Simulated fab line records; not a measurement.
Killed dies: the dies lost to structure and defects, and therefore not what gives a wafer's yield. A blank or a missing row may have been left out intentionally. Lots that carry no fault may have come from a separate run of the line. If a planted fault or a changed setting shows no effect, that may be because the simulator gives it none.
Matching of chambers	flow gf180mcu	GF_POLY_GATE_ETCH_13 on rie si-02 has 4 sister chambers
The step etches poly-Si in HBr/Cl2, stops on SiO2, target depth 198.5 nm, time 69.6 s. 4 wafers are shown with their chamber, then 7 later ones without.

EACH WAFER AND ITS CHAMBER
wafer	chamber	drypump motor current A (A)
L750.3	3	5.45
L750.4	0	4.94
L755.2	2	5.64
L755.4	1	5.75

WAFERS WHOSE CHAMBER IS MISSING
wafer	drypump motor current A (A)
L755.5	5.61
L757.2	5.43
L757.3	4.92
L757.6	5.61
L758.3	4.94
L758.4	5.74
L758.6	5.61

THE CHAMBER EACH PASSED THROUGH
wafer	from the rows above	in truth
L755.5	2	2
L757.2	3	3
L757.3	0	0
L757.6	2	2
L758.3	0	0
L758.4	1	1
L758.6	2	2
Placed correctly: 7 of 7. Not placeable from these rows: 0. 0 placed wrongly.
How it was worked out, from the rows above alone: a wafer's distance from a chamber is the root of the sum, over the readings, of the square of ((its reading less the chamber's mean) divided by the reading's scatter). If the next closest chamber is less than 2 further off than the closest, the wafer can't be placed; otherwise it belongs to the closest. Each chamber's mean is taken over the wafers shown for it. The scatter: with one shown wafer a chamber, the root of the mean of the squares of how far each hidden wafer lies from its nearest shown one.
